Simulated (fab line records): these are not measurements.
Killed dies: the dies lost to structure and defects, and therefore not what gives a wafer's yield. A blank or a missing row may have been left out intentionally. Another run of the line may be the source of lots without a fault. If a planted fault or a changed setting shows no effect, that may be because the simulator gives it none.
A struck lot beside a sound one / flow sfq-line / 42 steps out of a route of 325
Sound: these wafers, L364.4, L364.5, L364.6. Struck: wafers L358.1, L358.3, L358.5. The cause comes at the end.
For every step that has rows: the tool of each side, followed by ch and its chambers, followed by its first start. Under that, the readings that differ: sound wafers / struck wafers / difference of the means / sigmas: that difference in standard deviations of wafers without a fault.
alike: words and numbers the same on both sides, and readings whose means are apart by under 2 such deviations; not compared: readings that were withheld, readings missing a value for some wafer, numbers with overlapping values and no deviation given by the record, and bounds like >300 which may hide the same value.
Wherever a step has rows on one side only, a row that says differs or no value, or a row with sigmas, the two part there. Numbers that don't overlap but have no deviation are shown without sigmas and don't part them. A reading missing from all wafers of one side parts the sides only when that side holds two or more wafers.

first, 6 steps without rows for these wafers: SFQ_TRILAYER_L0_VIA_LITHO_COAT_018 (resist thk 62 nm); SFQ_TRILAYER_L0_VIA_LITHO_COAT_013 (resist thk 650 nm); SFQ_TRILAYER_L0_VIA_LITHO_SOFTBAKE_017; SFQ_TRILAYER_L0_VIA_LITHO_EXPOSE_014 (exposes mask L0V, target cd 700 nm); SFQ_TRILAYER_L0_VIA_LITHO_PEB_016 (peb time 60 s); SFQ_TRILAYER_L0_VIA_LITHO_DEVELOP_015 (time 60 s).
SFQ_L0V_OVL_MEAS_903:
  struck on overlay-02, day 11 04:53; sound on overlay-01, day 14 09:08
  alike: L0V_OVL
SFQ_TRILAYER_L0_VIA_BARC_OPEN_VIA_ETCH_021: etches BARC in O2, target depth 125 nm, time 41.7 s.
  sound on rie-diel-04 ch 0,1,3, day 14 09:09; struck on rie-diel-01 ch 0,3, day 11 04:56
  alike: drypump-motor-current-A, oes-product-au
  not compared: rf-hours-counter-h
then, 4 steps without rows for these wafers: SFQ_TRILAYER_L0_VIA_ETCH_VIA_ETCH_016 (etches SiO2 in CHF3, stops on MoNx KI, target depth 80 nm); SFQ_TRILAYER_L0_VIA_STRIP_STRIP_017 (strips in O2); SFQ_TRILAYER_L0_VIA_STRIP_SOLV_CLEAN_018 (cleans in NMP, time 600 s); SFQ_TRILAYER_M0_DEP_PRE_CLEAN_020 (time 15 s).
SFQ_TRILAYER_M0_DEP_SPUTTER_019: material Nb, target thk 200 nm, time 133.3 s.
  struck on pvd-sputter-04, day 11 05:49; sound on pvd-sputter-05, day 14 10:02
reading=cathode-dc-power-W (W); sound=2000.4 2000.3 1999.9; struck=2325.7 2325.1 2326.3; difference=+325.5; sigmas=+99 or more
reading=model.Nb_of_TRILAYER_M0_DEP_SPUTTER_019.thk-nm (nm); sound=201.3 201 203.3; struck=229 227.1 230.3; difference=+27; sigmas=
  alike: throttle-valve-pct
SFQ_M0_RS_MEAS_904: measurement is done with a four-point probe.
  struck on film-metro-01, day 11 05:54; sound on film-metro-03, day 14 10:11
reading=M0_NB_RS (ohm/sq); sound=0.882 0.882 0.871; struck=0.775 0.781 0.770; difference=-0.103; sigmas=-9
then, 6 steps without rows for these wafers: SFQ_TRILAYER_M0_LITHO_COAT_026 (resist thk 62 nm); SFQ_TRILAYER_M0_LITHO_COAT_021 (resist thk 600 nm); SFQ_TRILAYER_M0_LITHO_SOFTBAKE_025; SFQ_TRILAYER_M0_LITHO_EXPOSE_022 (exposes mask M0, target cd 500 nm); SFQ_TRILAYER_M0_LITHO_PEB_024 (peb time 60 s); SFQ_TRILAYER_M0_LITHO_DEVELOP_023 (time 60 s).
-- the record jumps here: 5 days lie between the struck wafers' starts before and after --
SFQ_M0_OVL_MEAS_906:
  struck on overlay-01, day 16 14:01; sound on overlay-01, day 20 08:37
  alike: M0_OVL
then, 1 step without rows for these wafers: SFQ_TRILAYER_M0_BARC_OPEN_METAL_ETCH_031 (etches BARC in O2, target depth 125 nm, time 41.7 s).
SFQ_TRILAYER_M0_ETCH_METAL_ETCH_024: etches Nb in Cl2/Ar, stops on SiO2, target depth 240 nm, time 120 s.
  sound on rie-metal-02 ch 0,1, day 20 08:44; struck on rie-metal-02 ch 0, day 16 14:07
reading=oes-product-au (a.u.); sound=0.900 0.899 0.902; struck=0.974 0.969 0.969; difference=+0.070; sigmas=+9
  alike: drypump-motor-current-A
  not compared: rf-hours-counter-h
then, 3 steps without rows for these wafers: SFQ_TRILAYER_M0_STRIP_STRIP_025 (strips in O2); SFQ_TRILAYER_M0_STRIP_SOLV_CLEAN_026 (cleans in NMP, time 600 s); SFQ_TRILAYER_I0_DEP_PECVD_027 (deposits SiO2 from SiH4/N2O, time 111.11 s, target thk 500 nm).
SFQ_TRILAYER_I0_CMP_CMP_028: polishes SiO2.
  sound on cmp-01 ch 0,1,2, day 20 11:46; struck on cmp-02 ch 0,1, day 16 15:05
  alike: motor-current-A, time-to-endpoint-s
SFQ_I0_BOW_MEAS_907:
  struck on film-metro-02, day 16 18:05; sound on film-metro-04, day 20 13:19
  alike: I0_BOW
SFQ_TRILAYER_I0_METRO_MEASURE_029:
  struck on film-metro-02, day 16 18:13; sound on film-metro-04, day 20 13:59
  alike: thk-nm
then, 6 steps without rows for these wafers: SFQ_TRILAYER_I0_VIA_LITHO_COAT_036 (resist thk 62 nm); SFQ_TRILAYER_I0_VIA_LITHO_COAT_031 (resist thk 650 nm); SFQ_TRILAYER_I0_VIA_LITHO_SOFTBAKE_035; SFQ_TRILAYER_I0_VIA_LITHO_EXPOSE_032 (exposes mask I0, target cd 500 nm); SFQ_TRILAYER_I0_VIA_LITHO_PEB_034 (peb time 60 s); SFQ_TRILAYER_I0_VIA_LITHO_DEVELOP_033 (time 60 s).
-- the record jumps here: 6 days lie between the struck wafers' starts before and after --
SFQ_I0_OVL_MEAS_908:
  struck on overlay-01, day 22 23:05; sound on overlay-01, day 27 03:14
  alike: I0_OVL
SFQ_TRILAYER_I0_VIA_BARC_OPEN_VIA_ETCH_046: etches BARC in O2, target depth 125 nm, time 41.7 s.
  sound on rie-diel-03 ch 1,2,3, day 27 03:16; struck on rie-diel-02 ch 0,3, day 22 23:08
  alike: drypump-motor-current-A, oes-product-au
  not compared: rf-hours-counter-h
SFQ_TRILAYER_I0_VIA_ETCH_VIA_ETCH_034: etches SiO2 in CHF3, stops on Nb, target depth 260 nm.
  sound on rie-diel-03 ch 1,2,3, day 27 03:18; struck on rie-diel-02 ch 0,3, day 22 23:10
  alike: drypump-motor-current-A, oes-product-au
then, 3 steps without rows for these wafers: SFQ_TRILAYER_I0_VIA_STRIP_STRIP_035 (strips in O2); SFQ_TRILAYER_I0_VIA_STRIP_SOLV_CLEAN_036 (cleans in NMP, time 600 s); SFQ_TRILAYER_M1_DEP_PRE_CLEAN_038 (time 22.5 s).
-- the record jumps here: 62 days lie between the struck wafers' starts before and after --
SFQ_M8_BOW_MEAS_951:
  struck on film-metro-01, day 85 06:38; sound on film-metro-01, day 86 05:10
reading=model.etest.m0.ohm-um; sound=1.75 1.762 1.734; struck=1.549 1.563 1.539; difference=-0.198; sigmas=
reading=model.etest.i0.link-ohm; sound=1.97 1.955 1.954; struck=1.86 1.871 1.854; difference=-0.10; sigmas=
reading=model.etest.m0.ohm-sq; sound=0.8827 0.884 0.8741; struck=0.7761 0.7825 0.7716; difference=-0.1035; sigmas=
  alike: M8_BOW

WHERE THEY PART
At SFQ_TRILAYER_M0_DEP_SPUTTER_019 first; at SFQ_TRILAYER_M0_ETCH_METAL_ETCH_024 last (within this record only). Later steps at which nothing parts them and some readings are alike: SFQ_TRILAYER_I0_CMP_CMP_028, SFQ_I0_BOW_MEAS_907, SFQ_TRILAYER_I0_METRO_MEASURE_029, SFQ_I0_OVL_MEAS_908, SFQ_TRILAYER_I0_VIA_BARC_OPEN_VIA_ETCH_046, SFQ_TRILAYER_I0_VIA_ETCH_VIA_ETCH_034, SFQ_M8_BOW_MEAS_951.

WHY: what the simulator had put in
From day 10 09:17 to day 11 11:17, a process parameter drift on pvd-sputter-04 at SFQ_TRILAYER_M0_DEP_SPUTTER_019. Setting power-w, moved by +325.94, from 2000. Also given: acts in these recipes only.
